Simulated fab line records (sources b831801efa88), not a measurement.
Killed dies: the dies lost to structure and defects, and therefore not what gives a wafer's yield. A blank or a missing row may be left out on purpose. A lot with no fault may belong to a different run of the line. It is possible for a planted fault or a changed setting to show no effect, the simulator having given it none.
Which of the tools did it?    flow gf180mcu    Sampling: 14 lots, 42 wafers, 5 of 602 route steps

== WHAT THE GAUGES SHOWED, per wafer ==
GF_HV_LDD_CD_MEAS_19: target cd 400 nm. Usual: cd nm at 400.3 nm, with a standard deviation of 2.4.
lot   measured      on         cd nm (nm)         flag
L973  day 10 18:19  cd sem-02  398.4 401.6 403.3  
L974  day 10 22:27  cd sem-02  398.1 397.9 397.6  
L975  day 11 10:06  cd sem-01  401.0 401.1 397.5  
L977  day 12 00:08  cd sem-01  402.1 402.0 401.9  
L978  day 12 03:57  cd sem-01  398.4 401.0 398.0  
L980  day 12 22:37  cd sem-01  404.4 405.3 407.1  
L981  day 13 05:14  cd sem-02  402.0 402.4 400.5  
L983  day 14 01:07  cd sem-01  397.6 399.5 400.4  
L984  day 14 04:09  cd sem-02  399.8 398.7 399.8  
L986  day 14 18:53  cd sem-01  402.7 399.4 401.9  
L992  day 16 23:13  cd sem-02  398.6 396.1 395.8  
L993  day 17 03:48  cd sem-02  401.5 405.3 402.7  
L994  day 17 09:39  cd sem-02  395.7 397.4 397.4  
L995  day 17 20:51  cd sem-01  398.0 400.1 398.2  

GF_HV_LDD_OVL_MEAS_20. Usual: HV_LDD_01_OVL gives 0.4 nm (standard deviation 1.2).
lot   measured      on          HV_LDD_01_OVL (nm)  flag
L973  day 10 18:26  overlay-02  -0.6 -1.2 -0.3      
L974  day 10 22:34  overlay-02  0.2 0.6 0.2         
L975  day 11 10:13  overlay-01  0.4 0.3 0.2         
L977  day 12 00:14  overlay-01  1.1 -0.6 -0.5       
L978  day 12 04:04  overlay-01  1.1 1.9 0.4         
L980  day 12 22:44  overlay-01  -0.2 -0.1 -1.5      
L981  day 13 05:21  overlay-01  0.3 1.4 0.0         
L983  day 14 01:14  overlay-01  1.0 0.2 1.6         
L984  day 14 04:16  overlay-01  0.9 3.1 0.6         
L986  day 14 18:59  overlay-02  0.1 -0.5 0.6        
L992  day 16 23:20  overlay-02  -0.2 -0.9 -1.4      
L993  day 17 03:55  overlay-01  0.9 1.1 0.8         
L994  day 17 09:46  overlay-01  -1.0 0.0 -1.6       
L995  day 17 20:58  overlay-01  1.7 2.2 1.5         

GF_HV_LDD_THK_MEAS_55. Usual: HV_LDD_CVD_54_THK gives 10.04 nm (standard deviation 0.16).
lot   measured      on             HV_LDD_CVD_54_THK (nm)  flag
L973  day 12 09:52  film metro-03  9.84 9.93 9.83          
L974  day 12 14:53  film metro-01  9.89 9.66 9.85          
L975  day 13 04:00  film metro-02  9.98 10.02 10.11        
L977  day 13 18:20  film metro-01  10.18 10.19 10.17       
L978  day 13 22:07  film metro-01  10.30 10.29 10.30       
L980  day 14 19:01  film metro-01  9.99 9.87 9.98          
L981  day 15 02:30  film metro-01  10.13 10.18 10.24       
L983  day 15 22:25  film metro-01  11.85 10.66 10.44       OFF
L984  day 16 02:28  film metro-02  10.51 11.16 12.67       OFF
L986  day 16 18:37  film metro-03  9.86 9.92 9.85          
L992  day 19 00:53  film metro-03  9.83 9.89 10.10         
L993  day 19 06:02  film metro-03  9.90 10.00 9.83         
L994  day 19 10:41  film metro-03  10.07 10.14 10.20       
L995  day 19 23:07  film metro-01  10.30 10.33 10.33       

GF_HV_LDD_THK_MEAS_57. Usual: HV_LDD_CVD_56_THK gives 90.1 nm (standard deviation 0.65).
lot   measured      on             HV_LDD_CVD_56_THK (nm)  flag
L973  day 12 11:21  film metro-02  90.2 90.9 89.6          
L974  day 12 16:22  film metro-03  90.4 89.9 90.3          
L975  day 13 05:29  film metro-01  90.2 90.6 90.5          
L977  day 13 19:50  film metro-02  89.7 89.3 89.7          
L978  day 14 00:20  film metro-01  89.8 90.1 90.7          
L980  day 14 20:30  film metro-02  91.5 90.7 90.8          
L981  day 15 03:59  film metro-01  90.2 90.7 90.4          
L983  day 15 23:54  film metro-03  90.2 89.9 89.6          
L984  day 16 03:58  film metro-02  91.1 91.0 90.2          
L986  day 16 20:07  film metro-03  90.2 90.1 90.2          
L992  day 19 02:22  film metro-01  89.1 89.2 90.0          
L993  day 19 07:31  film metro-02  91.0 91.5 90.5          
L994  day 19 12:10  film metro-03  88.4 89.4 88.8          
L995  day 20 00:37  film metro-01  90.0 89.2 90.7          

== WHICH TOOL RAN EACH LOT (tool, then ch and the chambers of the sampled wafers, then the start) ==
lot   GF_HV_LDD_CVD_54
L973  lpcvd-02 ch 1, day 12 08:50
L974  lpcvd-02 ch 0, day 12 13:52
L975  lpcvd-01 ch 1, day 13 02:59
L977  lpcvd-01 ch 0, day 13 17:18
L978  lpcvd-01 ch 0, day 13 21:06
L980  lpcvd-01 ch 0, day 14 17:59
L981  lpcvd-02 ch 0, day 15 01:29
L983  lpcvd-01 ch 0, day 15 21:23
L984  lpcvd-01 ch 0, day 16 01:27
L986  lpcvd-02 ch 0, day 16 17:35
L992  lpcvd-01 ch 0, day 18 23:52
L993  lpcvd-01 ch 0, day 19 05:01
L994  lpcvd-02 ch 0, day 19 09:39
L995  lpcvd-01 ch 1, day 19 22:06
- GF_HV_LDD_CVD_54: deposits SiO2 from TEOS, target thk 10 nm, time 75 s.

== WHAT THE TOOLS THEMSELVES READ (means of the sampled wafers that have a number; where no wafer has one, the mark that the record gives instead) ==
GF_HV_LDD_CVD_54. Usual: spike tc centre C 681.0 C, standard deviation 1.2; spike tc lower C 680.0 C, standard deviation 1.1; spike tc upper C 679.6 C, standard deviation 0.93; zone power centre pct 11.2 %, standard deviation 0.92; zone power upper pct 10.6 %, standard deviation 0.77.
lot   tool      spike tc centre C (C)  spike tc lower C (C)  spike tc upper C (C)  zone power centre pct (%)  zone power upper pct (%)  flag
L973  lpcvd-02  678.9                  680.6                 678.7                 12.7                       11.5                      
L974  lpcvd-02  681.7                  680.6                 679.9                 10.3                       11.4                      
L975  lpcvd-01  682.0                  680.0                 679.0                 10.3                       10.5                      
L977  lpcvd-01  680.6                  679.9                 680.3                 12.0                       9.7                       
L978  lpcvd-01  680.5                  680.3                 679.9                 11.9                       9.9                       
L980  lpcvd-01  680.7                  679.7                 678.2                 12.0                       9.8                       
L981  lpcvd-02  681.1                  680.0                 679.6                 10.3                       11.4                      
L983  lpcvd-01  710.9                  675.8                 675.5                 18.6                       6.8                       OFF
L984  lpcvd-01  710.6                  676.5                 675.8                 18.6                       6.9                       OFF
L986  lpcvd-02  681.3                  680.0                 679.3                 10.4                       11.3                      
L992  lpcvd-01  680.5                  679.6                 679.9                 12.0                       9.8                       
L993  lpcvd-01  680.8                  679.9                 679.9                 11.9                       9.7                       
L994  lpcvd-02  681.1                  679.7                 680.1                 10.2                       11.4                      
L995  lpcvd-01  680.8                  679.8                 680.0                 10.3                       10.5                      

== THE ANSWER, worked out from the rows above alone ==
Rule: a lot is off if the mean of its wafers that have a number lies more than 3 standard deviations from the usual mean. Also off: a lot with no number at a reading for which 4 or more lots have one. Where the step has rows for the other lots, those lots are counted as sound. Order of review: gauges by route order, followed by the tools' own readings, for which a lot's mean as printed above is used. At the first step where some lot is off, the reading lying furthest off is the one used; lots without a number count as furthest.
Off: at GF_HV_LDD_THK_MEAS_55 (HV_LDD_CVD_54_THK), L983, L984.
A tool fits if, at a process step before that reading, it ran every lot that is off, and no sound lot after the first of them. The gauges at GF_HV_LDD_THK_MEAS_55 aren't tried: what is off there is off at GF_HV_LDD_CVD_54 too, on other tools, and a gauge's error can't cause that. Not one of the candidates tried fits.

== WHAT THE SIMULATOR PUT IN ==
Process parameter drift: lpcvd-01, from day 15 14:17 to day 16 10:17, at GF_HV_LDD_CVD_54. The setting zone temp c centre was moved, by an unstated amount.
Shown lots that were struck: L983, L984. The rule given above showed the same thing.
